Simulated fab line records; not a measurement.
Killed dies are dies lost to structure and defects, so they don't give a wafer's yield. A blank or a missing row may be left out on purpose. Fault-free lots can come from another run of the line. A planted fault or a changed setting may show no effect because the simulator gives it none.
fab line records | flow sky130 | part 1 of 2: steps 1 to 32 of 42
record lots=5 | wafers=15 | last-day=49
route steps=708 shown RES_XHIGH@336 SD_N@342 SD_P@359 SALICIDE@361 LI_CONTACT@362
lots untouched by any fault: they come from a run of this same line in which no faults occurred
start-h: hours from the record's opening day to when the first of the lot's shown wafers began | wait-h: how many hours have passed since the lot's step before this one | " unchanged from the row above | L1.1+2: one row covering several wafers at once | - no value, or no start was given | * or withheld: withheld | < > ~ a bound
route shown NAME@n: a module of which the file shows steps, and the number in the route of the first | usual: average and standard deviation across the fault-free wafers | same: alike in all rows | chamber/n: place in a boat | sites: readings site by site | _std_site: standard deviation across them | _edge_site: mean of outer sites minus mean of inner sites | radius-mm: how far each site lies from the wafer's centre | mask NAME#n: copy n | behind: tool/chamber where the wafer was last shaped | hold: why the lot was held/for how many hours/how that ended | device: names the non-switching transistor (n, p or np) | end of line: the route-end tests of the same wafers | a step without rows: its recipe alone | killed: at the first sort, the dies lost to defects and structure; wafer yield is something else | map: a wafer's dies, x killed, . not, _ none there
set.NAME: setting as actually run; set.NAME@STEP: the setting as run at that earlier step | model.NAME: the simulator's own value behind a step, which no gauge read
certain route steps with their lots: each step a table, each wafer a row
services: a tool's chamber out of use, with start hour (start-h, from the record's first day; less than 0 if before it), hours out, and reason
## steps
# step SKY_RES_XHIGH_EXPOSE_04
# recipe mask-id=URPM | na=0.6 | source-shape=conventional | sigma-outer=0.6 | polarization=unpolarized | target-cd-nm=1270 | dose-mj=140
# usual exposure-dose-mJ-cm2=140.01/0.17
lot.wafer | tool             | chamber | start-h | wait-h | mask   | exposure-dose-mJ-cm2
L074.2    | iline-stepper-01 | 0       | -       | -      | URPM#0 | 140.23
L074.3    | "                | 0       | "       | "      | URPM#0 | 140.12
L074.5    | "                | 0       | "       | "      | URPM#0 | 139.96
L075.2    | iline-stepper-01 | 0       | -       | -      | URPM#0 | 139.89
L075.5    | "                | 0       | "       | "      | URPM#0 | 139.98
L075.6    | "                | 0       | "       | "      | URPM#0 | 140.19
L081.1    | iline-stepper-02 | 0       | -       | -      | URPM#0 | 140.15
L081.3    | "                | 0       | "       | "      | URPM#0 | 139.92
L081.6    | "                | 0       | "       | "      | URPM#0 | 139.96
L083.1    | iline-stepper-02 | 0       | -       | -      | URPM#0 | 139.60
L083.2    | "                | 0       | "       | "      | URPM#0 | 139.63
L083.4    | "                | 0       | "       | "      | URPM#0 | 139.80
L091.2    | iline-stepper-02 | 0       | -       | -      | URPM#0 | 140.02
L091.4    | "                | 0       | "       | "      | URPM#0 | 139.96
L091.5    | "                | 0       | "       | "      | URPM#0 | 139.83
# step SKY_RES_XHIGH_PEB_05
# recipe temp-c=withheld | time-s=* | resist=NOVOLAK
lot.wafer  | tool           | chamber | start-h | wait-h
L074.2+3+5 | litho-track-04 | 0       | -       | -
L075.2+5+6 | litho-track-04 | 0       | -       | -
L081.1+3+6 | litho-track-01 | 0       | -       | -
L083.1+2+4 | litho-track-01 | 0       | -       | -
L091.2+4+5 | litho-track-02 | 0       | -       | -
# step SKY_RES_XHIGH_DEVELOP_06
# recipe resist=NOVOLAK | developer=TMAH | develop-time-s=60 | dev-temp-c=23
lot.wafer  | tool           | chamber | start-h | wait-h
L074.2+3+5 | litho-track-04 | 0       | 607.69  | 0.1
L075.2+5+6 | litho-track-04 | 0       | 618.84  | 0.1
L081.1+3+6 | litho-track-01 | 0       | 676.04  | 0.1
L083.1+2+4 | litho-track-01 | 0       | 692.54  | 0.1
L091.2+4+5 | litho-track-02 | 0       | 753.47  | 0.1
# step SKY_RES_XHIGH_IMPLANT_07
# recipe species=BF2 | energy-kev=20 | dose-cm2=3.6e+14 | tilt-deg=0
lot.wafer  | tool         | chamber | start-h | wait-h
L074.2+3+5 | implanter-03 | 0       | 607.84  | 0.1
L075.2+5+6 | implanter-01 | 0       | 618.99  | 0.1
L081.1+3+6 | implanter-03 | 0       | 676.19  | 0.1
L083.1+2+4 | implanter-04 | 0       | 692.69  | 0.1
L091.2+4+5 | implanter-01 | 0       | 753.62  | 0.1
# step SKY_RES_XHIGH_STRIP_08
# recipe chemistry=O2/N2 | power-w=1400 | pressure-mtorr=1500 | platen-temp-c=withheld | o2-flow-sccm=3000 | n2-flow-sccm=300 | overash-fraction=0.5
# usual drypump-motor-current-A=5.9/0.56 | oes-product-au=0.711/0.0043 | strip-time-to-endpoint-s=14.25/0.045
# same overash-fraction=0.5
lot.wafer | tool            | chamber | start-h | wait-h | drypump-motor-current-A | oes-product-au | rf-hours-counter-h | strip-time-to-endpoint-s
L074.2    | plasma-asher-01 | 1       | 607.97  | 0.1    | 6.3                     | 0.721          | 19                 | 14.32
L074.3    | "               | 0       | "       | "      | 4.9                     | 0.707          | -                  | 14.31
L074.5    | "               | 1       | "       | "      | 6.2                     | 0.720          | -                  | 14.33
L075.2    | plasma-asher-04 | 0       | 619.12  | 0.1    | 6.6                     | 0.705          | 80                 | 14.27
L075.5    | "               | 0       | "       | "      | 6.6                     | 0.716          | -                  | 14.26
L075.6    | "               | 1       | "       | "      | 5.8                     | 0.714          | -                  | 14.32
L081.1    | plasma-asher-04 | 0       | 676.34  | 0.1    | 6.6                     | 0.711          | 86                 | 14.23
L081.3    | "               | 0       | "       | "      | 6.6                     | 0.714          | -                  | 14.24
L081.6    | "               | 1       | "       | "      | 5.8                     | 0.716          | -                  | 14.23
L083.1    | plasma-asher-01 | 1       | 692.84  | 0.1    | 6.3                     | 0.713          | 27                 | 14.29
L083.2    | "               | 0       | "       | "      | 4.9                     | 0.708          | 27                 | 14.28
L083.4    | "               | 1       | "       | "      | 6.3                     | 0.712          | -                  | 14.28
L091.2    | plasma-asher-04 | 0       | 753.74  | 0.1    | 6.6                     | 0.711          | 95                 | 14.31
L091.4    | "               | 0       | "       | "      | 6.6                     | 0.714          | -                  | 14.27
L091.5    | "               | 0       | "       | "      | 6.6                     | 0.710          | -                  | 14.24
# step SKY_RES_XHIGH_TW_MEAS_09
# usual RES_XHIGH_TW=1644/19
lot.wafer | tool          | chamber | start-h | wait-h | RES_XHIGH_TW
L074.2    | film-metro-04 | -       | 608.08  | 0.1    | 1660
L074.3    | "             | -       | "       | "      | 1659
L074.5    | "             | -       | "       | "      | 1654
L075.2    | film-metro-01 | -       | 619.23  | 0.1    | 1614
L075.5    | "             | -       | "       | "      | 1624
L075.6    | "             | -       | "       | "      | 1622
L081.1    | film-metro-03 | -       | 676.44  | 0.1    | 1656
L081.3    | "             | -       | "       | "      | 1640
L081.6    | "             | -       | "       | "      | 1649
L083.1    | film-metro-01 | -       | 692.94  | 0.1    | 1611
L083.2    | "             | -       | "       | "      | 1601
L083.4    | "             | -       | "       | "      | 1624
L091.2    | film-metro-03 | -       | 753.85  | 0.1    | 1655
L091.4    | "             | -       | "       | "      | 1653
L091.5    | "             | -       | "       | "      | 1649
# step SKY_SD_N_DEHYDRATE_00
# recipe temp-c=200 | time-s=60
lot.wafer  | tool           | chamber | start-h | wait-h
L074.2+3+5 | litho-track-02 | 0       | 622.17  | 14.1
L075.2+5+6 | litho-track-03 | 0       | 632.62  | 13.4
L081.1+3+6 | litho-track-02 | 0       | 689.64  | 13.2
L083.1+2+4 | litho-track-03 | 0       | 706.10  | 13.1
L091.2+4+5 | litho-track-03 | 0       | 767.17  | 13.3
# step SKY_SD_N_HMDS_01
# recipe prime-time-s=60 | prime-temp-c=120
lot.wafer  | tool           | chamber | start-h | wait-h
L074.2+3+5 | litho-track-02 | 0       | 622.32  | 0.1
L075.2+5+6 | litho-track-03 | 0       | 632.77  | 0.1
L081.1+3+6 | litho-track-02 | 0       | 689.79  | 0.1
L083.1+2+4 | litho-track-03 | 0       | 706.25  | 0.1
L091.2+4+5 | litho-track-03 | 0       | 767.32  | 0.1
# step SKY_SD_N_COAT_02
# recipe resist=NOVOLAK | spin-rpm=3000 | resist-thk-nm=1140
lot.wafer  | tool           | chamber | start-h | wait-h
L074.2+3+5 | litho-track-02 | 0       | 622.47  | 0.1
L075.2+5+6 | litho-track-03 | 0       | 632.92  | 0.1
L081.1+3+6 | litho-track-02 | 0       | 689.94  | 0.1
L083.1+2+4 | litho-track-03 | 0       | 706.40  | 0.1
L091.2+4+5 | litho-track-03 | 0       | 767.47  | 0.1
# step SKY_SD_N_SOFTBAKE_03
# recipe temp-c=90 | time-s=60 | resist=NOVOLAK
lot.wafer  | tool           | chamber | start-h | wait-h
L074.2+3+5 | litho-track-02 | 0       | 622.62  | 0.1
L075.2+5+6 | litho-track-03 | 0       | 633.07  | 0.1
L081.1+3+6 | litho-track-02 | 0       | 690.09  | 0.1
L083.1+2+4 | litho-track-03 | 0       | 706.55  | 0.1
L091.2+4+5 | litho-track-03 | 0       | 767.62  | 0.1
# step SKY_SD_N_EXPOSE_04
# recipe mask-id=NSDM | na=0.6 | source-shape=conventional | sigma-outer=0.6 | polarization=unpolarized | target-cd-nm=380 | dose-mj=141
# usual exposure-dose-mJ-cm2=140.96/0.14
lot.wafer | tool             | chamber | start-h | wait-h | mask   | exposure-dose-mJ-cm2
L074.2    | iline-stepper-01 | 0       | -       | -      | NSDM#0 | 140.99
L074.3    | "                | 0       | "       | "      | NSDM#0 | 141.20
L074.5    | "                | 0       | "       | "      | NSDM#0 | 141.18
L075.2    | iline-stepper-02 | 0       | -       | -      | NSDM#0 | 140.78
L075.5    | "                | 0       | "       | "      | NSDM#0 | 140.98
L075.6    | "                | 0       | "       | "      | NSDM#0 | 141.02
L081.1    | iline-stepper-01 | 0       | -       | -      | NSDM#0 | 141.00
L081.3    | "                | 0       | "       | "      | NSDM#0 | 140.91
L081.6    | "                | 0       | "       | "      | NSDM#0 | 140.71
L083.1    | iline-stepper-01 | 0       | -       | -      | NSDM#0 | 140.76
L083.2    | "                | 0       | "       | "      | NSDM#0 | 141.08
L083.4    | "                | 0       | "       | "      | NSDM#0 | 141.05
L091.2    | iline-stepper-02 | 0       | -       | -      | NSDM#0 | 140.90
L091.4    | "                | 0       | "       | "      | NSDM#0 | 140.74
L091.5    | "                | 0       | "       | "      | NSDM#0 | 141.05
# step SKY_SD_N_PEB_05
# recipe temp-c=withheld | time-s=* | resist=NOVOLAK
lot.wafer  | tool           | chamber | start-h | wait-h
L074.2+3+5 | litho-track-02 | 0       | -       | -
L075.2+5+6 | litho-track-01 | 0       | -       | -
L081.1+3+6 | litho-track-02 | 0       | -       | -
L083.1+2+4 | litho-track-01 | 0       | -       | -
L091.2+4+5 | litho-track-03 | 0       | -       | -
# step SKY_SD_N_DEVELOP_06
# recipe resist=NOVOLAK | developer=TMAH | develop-time-s=60 | dev-temp-c=23
lot.wafer  | tool           | chamber | start-h | wait-h
L074.2+3+5 | litho-track-02 | 0       | 636.92  | 0.1
L075.2+5+6 | litho-track-01 | 0       | 647.76  | 0.1
L081.1+3+6 | litho-track-02 | 0       | 704.29  | 0.1
L083.1+2+4 | litho-track-01 | 0       | 720.19  | 0.1
L091.2+4+5 | litho-track-03 | 0       | 780.52  | 0.1
# step SKY_SD_N_CD_MEAS_07
# recipe target-cd-nm=380
# usual cd-nm=380.5/2.3
lot.wafer | tool      | chamber | start-h | wait-h | cd-nm
L074.2    | cd-sem-01 | -       | 637.06  | 0.1    | 384.2
L074.3    | "         | -       | "       | "      | 384.7
L074.5    | "         | -       | "       | "      | 386.7
L075.2    | cd-sem-01 | -       | 647.91  | 0.1    | 379.1
L075.5    | "         | -       | "       | "      | 376.8
L075.6    | "         | -       | "       | "      | 379.8
L081.1    | cd-sem-02 | -       | 704.44  | 0.1    | 378.1
L081.3    | "         | -       | "       | "      | 379.7
L081.6    | "         | -       | "       | "      | 382.0
L083.1    | cd-sem-02 | -       | 720.34  | 0.1    | 379.2
L083.2    | "         | -       | "       | "      | 381.0
L083.4    | "         | -       | "       | "      | 380.9
L091.2    | cd-sem-01 | -       | 780.67  | 0.1    | 381.3
L091.4    | "         | -       | "       | "      | 379.3
L091.5    | "         | -       | "       | "      | 379.0
# step SKY_SD_N_OVL_MEAS_08
# usual SD_N_OVL=0.1/1.3
lot.wafer | tool       | chamber | start-h | wait-h | SD_N_OVL[nm]
L074.2    | overlay-02 | -       | 637.17  | 0.1    | 0.5
L074.3    | "          | -       | "       | "      | -1.3
L074.5    | "          | -       | "       | "      | -1.2
L075.2    | overlay-01 | -       | 648.04  | 0.1    | -0.4
L075.5    | "          | -       | "       | "      | -1.2
L075.6    | "          | -       | "       | "      | -0.1
L081.1    | overlay-02 | -       | 704.56  | 0.1    | 2.9
L081.3    | "          | -       | "       | "      | 1.9
L081.6    | "          | -       | "       | "      | 1.3
L083.1    | overlay-02 | -       | 720.46  | 0.1    | -0.7
L083.2    | "          | -       | "       | "      | 0.1
L083.4    | "          | -       | "       | "      | 1.5
L091.2    | overlay-01 | -       | 780.77  | 0.1    | -1.1
L091.4    | "          | -       | "       | "      | -1.6
L091.5    | "          | -       | "       | "      | -0.8
# step SKY_SD_N_IMPLANT_09
# recipe species=As | energy-kev=50 | dose-cm2=4e+15 | tilt-deg=0
lot.wafer  | tool         | chamber | start-h | wait-h
L074.2+3+5 | implanter-02 | 0       | 637.23  | 0.0
L075.2+5+6 | implanter-01 | 0       | 648.09  | 0.0
L081.1+3+6 | implanter-03 | 0       | 704.60  | 0.0
L083.1+2+4 | implanter-01 | 0       | 720.49  | 0.0
L091.2+4+5 | implanter-02 | 0       | 780.83  | 0.0
# step SKY_SD_N_IMPLANT_10
# recipe species=P | energy-kev=20 | dose-cm2=1e+14 | tilt-deg=0
lot.wafer  | tool         | chamber | start-h | wait-h
L074.2+3+5 | implanter-02 | 0       | 637.38  | 0.1
L075.2+5+6 | implanter-01 | 0       | 648.24  | 0.1
L081.1+3+6 | implanter-03 | 0       | 704.75  | 0.1
L083.1+2+4 | implanter-01 | 0       | 720.64  | 0.1
L091.2+4+5 | implanter-02 | 0       | 780.98  | 0.1
# step SKY_SD_N_STRIP_11
# recipe chemistry=O2/N2 | power-w=1400 | pressure-mtorr=1500 | platen-temp-c=withheld | o2-flow-sccm=3000 | n2-flow-sccm=300 | overash-fraction=0.5
# usual drypump-motor-current-A=6.0/0.53 | oes-product-au=0.527/0.0044 | strip-time-to-endpoint-s=22.55/0.05
# same overash-fraction=0.5
lot.wafer | tool            | chamber | start-h | wait-h | drypump-motor-current-A | oes-product-au | rf-hours-counter-h | strip-time-to-endpoint-s
L074.2    | plasma-asher-03 | 1       | 637.50  | 0.1    | 5.7                     | 0.529          | 92                 | 22.57
L074.3    | "               | 1       | "       | "      | 5.7                     | 0.522          | -                  | 22.54
L074.5    | "               | 1       | "       | "      | 5.7                     | 0.527          | -                  | 22.61
L075.2    | plasma-asher-04 | 0       | 648.37  | 0.1    | 6.6                     | 0.528          | 83                 | 22.54
L075.5    | "               | 0       | "       | "      | 6.6                     | 0.522          | -                  | 22.56
L075.6    | "               | 1       | "       | "      | 5.8                     | 0.532          | -                  | 22.54
L081.1    | plasma-asher-03 | 0       | 704.90  | 0.1    | 6.3                     | 0.534          | 98                 | 22.58
L081.3    | "               | 1       | "       | "      | 5.7                     | 0.524          | -                  | 22.56
L081.6    | "               | 0       | "       | "      | 6.3                     | 0.524          | -                  | 22.52
L083.1    | plasma-asher-03 | 0       | 720.79  | 0.1    | 6.3                     | 0.532          | 99                 | 22.54
L083.2    | "               | 1       | "       | "      | 5.7                     | 0.525          | 99                 | 22.51
L083.4    | "               | 0       | "       | "      | 6.4                     | 0.525          | -                  | 22.55
L091.2    | plasma-asher-01 | 1       | 781.10  | 0.1    | 6.3                     | 0.526          | 33                 | 22.54
L091.4    | "               | 0       | "       | "      | 4.9                     | 0.527          | -                  | 22.51
L091.5    | "               | 0       | "       | "      | 4.9                     | 0.524          | -                  | 22.56
# step SKY_SD_N_TW_MEAS_12
# usual SD_N_TW=3982/54
lot.wafer | tool          | chamber | start-h | wait-h | SD_N_TW
L074.2    | film-metro-01 | -       | 637.61  | 0.1    | 3924
L074.3    | "             | -       | "       | "      | 3932
L074.5    | "             | -       | "       | "      | 3890
L075.2    | film-metro-04 | -       | 648.48  | 0.1    | 4029
L075.5    | "             | -       | "       | "      | 4018
L075.6    | "             | -       | "       | "      | 4042
L081.1    | film-metro-03 | -       | 705.00  | 0.1    | 4063
L081.3    | "             | -       | "       | "      | 4085
L081.6    | "             | -       | "       | "      | 4059
L083.1    | film-metro-03 | -       | 720.89  | 0.1    | 4033
L083.2    | "             | -       | "       | "      | 4023
L083.4    | "             | -       | "       | "      | 4039
L091.2    | film-metro-01 | -       | 781.21  | 0.1    | 3911
L091.4    | "             | -       | "       | "      | 3945
L091.5    | "             | -       | "       | "      | 3937
# step SKY_SD_N_CLEAN_13
# recipe chemistry=SC1/SC2 | mix=1:4:20 | temp-c=70 | time-s=150 | dry=n2-spin
# usual bath-guard-temp-C=69.9/0.44
lot.wafer | tool         | chamber | start-h | wait-h | bath-guard-temp-C
L074.2    | wet-bench-04 | 0       | 637.66  | 0.0    | 69.8
L074.3    | "            | 0       | "       | "      | 70.0
L074.5    | "            | 0       | "       | "      | 69.6
L075.2    | wet-bench-01 | 0       | 648.53  | 0.0    | 69.7
L075.5    | "            | 0       | "       | "      | 69.7
L075.6    | "            | 0       | "       | "      | 70.0
L081.1    | wet-bench-03 | 1       | 705.06  | 0.1    | 70.0
L081.3    | "            | 1       | "       | "      | 70.1
L081.6    | "            | 1       | "       | "      | 70.4
L083.1    | wet-bench-03 | 0       | 720.95  | 0.1    | 70.3
L083.2    | "            | 0       | "       | "      | 69.8
L083.4    | "            | 0       | "       | "      | 70.1
L091.2    | wet-bench-03 | 3       | 781.26  | 0.0    | 70.2
L091.4    | "            | 3       | "       | "      | 70.6
L091.5    | "            | 3       | "       | "      | 70.2
# step SKY_SD_N_RTA_14
# recipe temp-c=1075 | time-s=2 | idle-temp-c=650 | ramp-up-c-per-s=150 | ramp-down-c-per-s=90 | ambient=N2
# usual lamp-power-pct=15.73/0.055 | wafer_temp_C_max=1078.1/1.2
lot.wafer | tool          | chamber | start-h | wait-h | lamp-power-pct | wafer_temp_C_max
L074.2    | rtp-anneal-01 | 0       | 637.72  | 0.0    | 15.77          | 1081.1
L074.3    | "             | 0       | "       | "      | 15.76          | 1077.9
L074.5    | "             | 0       | "       | "      | 15.70          | 1078.6
L075.2    | rtp-anneal-02 | 0       | 648.59  | 0.0    | 15.70          | 1079.4
L075.5    | "             | 0       | "       | "      | 15.72          | 1077.7
L075.6    | "             | 0       | "       | "      | 15.71          | 1077.0
L081.1    | rtp-anneal-02 | 0       | 705.11  | 0.0    | 15.80          | 1076.3
L081.3    | "             | 0       | "       | "      | 15.72          | 1077.1
L081.6    | "             | 0       | "       | "      | 15.66          | 1078.9
L083.1    | rtp-anneal-02 | 0       | 721.05  | 0.0    | 15.80          | 1077.1
L083.2    | "             | 0       | "       | "      | 15.71          | 1077.3
L083.4    | "             | 0       | "       | "      | 15.75          | 1078.0
L091.2    | rtp-anneal-02 | 0       | 781.34  | 0.0    | 15.80          | 1076.2
L091.4    | "             | 0       | "       | "      | 15.74          | 1075.4
L091.5    | "             | 0       | "       | "      | 15.73          | 1078.8
# step SKY_SD_N_RS_MEAS_16
# recipe thk-meas-gauge=four-point-probe
# usual SD_N_RS=68.58/0.13
lot.wafer | tool          | chamber | start-h | wait-h | SD_N_RS[ohm/sq]
L074.2    | film-metro-04 | -       | 637.95  | 0.1    | 68.59
L074.3    | "             | -       | "       | "      | 68.53
L074.5    | "             | -       | "       | "      | 68.49
L075.2    | film-metro-01 | -       | 648.77  | 0.1    | 68.68
L075.5    | "             | -       | "       | "      | 68.78
L075.6    | "             | -       | "       | "      | 68.94
L081.1    | film-metro-03 | -       | 705.28  | 0.1    | 68.35
L081.3    | "             | -       | "       | "      | 68.54
L081.6    | "             | -       | "       | "      | 68.51
L083.1    | film-metro-01 | -       | 721.23  | 0.1    | 68.48
L083.2    | "             | -       | "       | "      | 68.56
L083.4    | "             | -       | "       | "      | 68.45
L091.2    | film-metro-04 | -       | 781.52  | 0.1    | 68.42
L091.4    | "             | -       | "       | "      | 68.29
L091.5    | "             | -       | "       | "      | 68.31
# step SKY_SD_N_RS_MEAS_17
# recipe thk-meas-gauge=four-point-probe
# usual SD_P_RS=147.2/0.42
lot.wafer | tool          | chamber | start-h | wait-h | SD_P_RS[ohm/sq]
L074.2    | film-metro-04 | -       | 638.07  | 0.1    | 147.1
L074.3    | "             | -       | "       | "      | 147.1
L074.5    | "             | -       | "       | "      | 146.9
L075.2    | film-metro-01 | -       | 648.89  | 0.1    | 147.7
L075.5    | "             | -       | "       | "      | 147.9
L075.6    | "             | -       | "       | "      | 147.8
L081.1    | film-metro-03 | -       | 705.40  | 0.1    | 146.3
L081.3    | "             | -       | "       | "      | 147.4
L081.6    | "             | -       | "       | "      | 147.1
L083.1    | film-metro-01 | -       | 721.35  | 0.1    | 147.4
L083.2    | "             | -       | "       | "      | 147.3
L083.4    | "             | -       | "       | "      | 147.0
L091.2    | film-metro-04 | -       | 781.64  | 0.1    | 146.3
L091.4    | "             | -       | "       | "      | 146.8
L091.5    | "             | -       | "       | "      | 146.8
# step SKY_SD_N_RS_MEAS_18
# recipe thk-meas-gauge=four-point-probe
# usual RES_XHIGH_RS=333.7/1.2
lot.wafer | tool          | chamber | start-h | wait-h | RES_XHIGH_RS[ohm/sq]
L074.2    | film-metro-04 | -       | 638.19  | 0.1    | 333.5
L074.3    | "             | -       | "       | "      | 332.7
L074.5    | "             | -       | "       | "      | 333.2
L075.2    | film-metro-01 | -       | 649.01  | 0.1    | 335.4
L075.5    | "             | -       | "       | "      | 334.7
L075.6    | "             | -       | "       | "      | 334.7
L081.1    | film-metro-03 | -       | 705.52  | 0.1    | 335.6
L081.3    | "             | -       | "       | "      | 335.9
L081.6    | "             | -       | "       | "      | 335.4
L083.1    | film-metro-01 | -       | 721.47  | 0.1    | 335.7
L083.2    | "             | -       | "       | "      | 333.4
L083.4    | "             | -       | "       | "      | 333.9
L091.2    | film-metro-04 | -       | 781.76  | 0.1    | 333.3
L091.4    | "             | -       | "       | "      | 333.5
L091.5    | "             | -       | "       | "      | 332.2
# step SKY_SALICIDE_CLEAN_00
# recipe chemistry=HF-last | time-s=30 | dilution=100:1 | dry=ipa-marangoni
lot.wafer  | tool         | chamber | start-h | wait-h
L074.2+3+5 | wet-bench-02 | 3       | 638.29  | 0.1
L075.2+5+6 | wet-bench-01 | 3       | 649.11  | 0.1
L081.1+3+6 | wet-bench-01 | 3       | 705.64  | 0.1
L083.1+2+4 | wet-bench-02 | 2       | 721.59  | 0.1
L091.2+4+5 | wet-bench-01 | 1       | 781.86  | 0.1
# step SKY_LI_CONTACT_HDPCVD_00
# recipe material=PSG | target-thk-nm=930 | sigma-open-frac=0.3 | time-s=155 | temp-c=600 | sih4-flow-sccm=60 | pressure-mtorr=6
lot.wafer  | tool      | chamber | start-h | wait-h
L074.2+3+5 | hdpcvd-02 | 2,1,2   | 638.31  | 0.0
L075.2+5+6 | hdpcvd-02 | 1,0,1   | 649.13  | 0.0
L081.1+3+6 | hdpcvd-01 | 0,2,2   | 705.66  | 0.0
L083.1+2+4 | hdpcvd-02 | 1,2,1   | 721.60  | 0.0
L091.2+4+5 | hdpcvd-02 | 0,0,2   | 781.88  | 0.0
# step SKY_LI_CONTACT_THK_MEAS_01
# recipe reads=PSG_of_LI_CONTACT_HDPCVD_00
# usual LI_CONTACT_HDPCVD_THK=935/10
lot.wafer | tool          | chamber | start-h | wait-h | LI_CONTACT_HDPCVD_THK[nm]
L074.2    | film-metro-01 | -       | 638.42  | 0.1    | 930
L074.3    | "             | -       | "       | "      | 950
L074.5    | "             | -       | "       | "      | 924
L075.2    | film-metro-04 | -       | 649.24  | 0.1    | 932
L075.5    | "             | -       | "       | "      | 916
L075.6    | "             | -       | "       | "      | 942
L081.1    | film-metro-01 | -       | 705.76  | 0.1    | 930
L081.3    | "             | -       | "       | "      | 926
L081.6    | "             | -       | "       | "      | 921
L083.1    | film-metro-04 | -       | 721.71  | 0.1    | 934
L083.2    | "             | -       | "       | "      | 938
L083.4    | "             | -       | "       | "      | 934
L091.2    | film-metro-03 | -       | 781.99  | 0.1    | 938
L091.4    | "             | -       | "       | "      | 933
L091.5    | "             | -       | "       | "      | 940
# step SKY_LI_CONTACT_CMP_02
# recipe material=PSG | down-force-psi=4 | platen-rpm=60 | pad-velocity-m-s=0.94248
# usual edge-zone-pressure-frac=0.999/0.005 | head-pressure-psi=4.000/0.0088 | motor-current-A=11.6/1.1 | time-to-endpoint-s=32/3.1
lot.wafer | tool   | chamber | start-h | wait-h | edge-zone-pressure-frac | head-pressure-psi | motor-current-A | time-to-endpoint-s
L074.3    | cmp-01 | 0       | 638.52  | 0.1    | 0.999                   | 3.975             | 11.8            | 32
L074.2    | "      | 1       | "       | "      | 0.998                   | 4.017             | 11.6            | 31
L074.5    | "      | 3       | "       | "      | 0.995                   | 4.013             | 11.1            | 34
L075.2    | cmp-01 | 0       | 649.34  | 0.1    | 0.998                   | 4.008             | 11.0            | 30
L075.6    | "      | 3       | "       | "      | 1.001                   | 3.993             | 10.7            | 34
L075.5    | "      | 0       | "       | "      | 1.000                   | 4.003             | 11.2            | 29
L081.3    | cmp-01 | 1       | 705.87  | 0.1    | 1.013                   | 3.994             | 11.5            | 35
L081.1    | "      | 2       | "       | "      | 1.006                   | 4.012             | 12.3            | 29
L081.6    | "      | 1       | "       | "      | 1.006                   | 4.003             | 12.0            | 35
L083.4    | cmp-02 | 0       | 721.77  | 0.0    | 1.002                   | 4.009             | 12.3            | 33
L083.1    | "      | 1       | "       | "      | 1.000                   | 3.991             | 9.6             | 35
L083.2    | "      | 2       | "       | "      | 1.006                   | 4.008             | 11.0            | 28
L091.2    | cmp-02 | 3       | 782.04  | 0.0    | 0.999                   | 4.002             | 13.1            | 30
L091.4    | "      | 2       | "       | "      | 1.003                   | 4.003             | 10.7            | 31
L091.5    | "      | 3       | "       | "      | 0.999                   | 3.996             | 12.8            | 32
# step SKY_LI_CONTACT_BOW_MEAS_03
# recipe mode=bow
# usual LI_CONTACT_BOW=55/6.7
lot.wafer | tool          | chamber | start-h | wait-h | LI_CONTACT_BOW[um]
L074.2    | film-metro-03 | -       | 638.79  | 0.2    | 58
L074.3    | "             | -       | "       | "      | 59
L074.5    | "             | -       | "       | "      | 61
L075.2    | film-metro-04 | -       | 649.61  | 0.2    | 50
L075.5    | "             | -       | "       | "      | 58
L075.6    | "             | -       | "       | "      | 67
L081.1    | film-metro-03 | -       | 706.12  | 0.1    | 44
L081.3    | "             | -       | "       | "      | 55
L081.6    | "             | -       | "       | "      | 50
L083.1    | film-metro-01 | -       | 722.07  | 0.2    | 40
L083.2    | "             | -       | "       | "      | 63
L083.4    | "             | -       | "       | "      | 62
L091.2    | film-metro-04 | -       | 782.36  | 0.3    | 68
L091.4    | "             | -       | "       | "      | 57
L091.5    | "             | -       | "       | "      | 63
# step SKY_LI_CONTACT_DEHYDRATE_04
# recipe temp-c=200 | time-s=60
lot.wafer  | tool           | chamber | start-h | wait-h
L074.2+3+5 | litho-track-03 | 0       | 652.72  | 13.9
L075.2+5+6 | litho-track-03 | 0       | 663.47  | 13.8
L081.1+3+6 | litho-track-03 | 0       | 718.85  | 12.7
L083.1+2+4 | litho-track-01 | 0       | 735.39  | 13.3
L091.2+4+5 | litho-track-04 | 0       | 795.04  | 12.7
# step SKY_LI_CONTACT_HMDS_05
# recipe prime-time-s=60 | prime-temp-c=120
lot.wafer  | tool           | chamber | start-h | wait-h
L074.2+3+5 | litho-track-03 | 0       | 652.87  | 0.1
L075.2+5+6 | litho-track-03 | 0       | 663.62  | 0.1
L081.1+3+6 | litho-track-03 | 0       | 719.00  | 0.1
L083.1+2+4 | litho-track-01 | 0       | 735.54  | 0.1
L091.2+4+5 | litho-track-04 | 0       | 795.19  | 0.1
# step SKY_LI_CONTACT_COAT_06
# recipe resist=BARC | temp-c=withheld | time-s=withheld | spin-rpm=3000 | resist-thk-nm=60
lot.wafer  | tool           | chamber | start-h | wait-h
L074.2+3+5 | litho-track-03 | 0       | 653.02  | 0.1
L075.2+5+6 | litho-track-03 | 0       | 663.77  | 0.1
L081.1+3+6 | litho-track-03 | 0       | 719.15  | 0.1
L083.1+2+4 | litho-track-01 | 0       | 735.69  | 0.1
L091.2+4+5 | litho-track-04 | 0       | 795.34  | 0.1
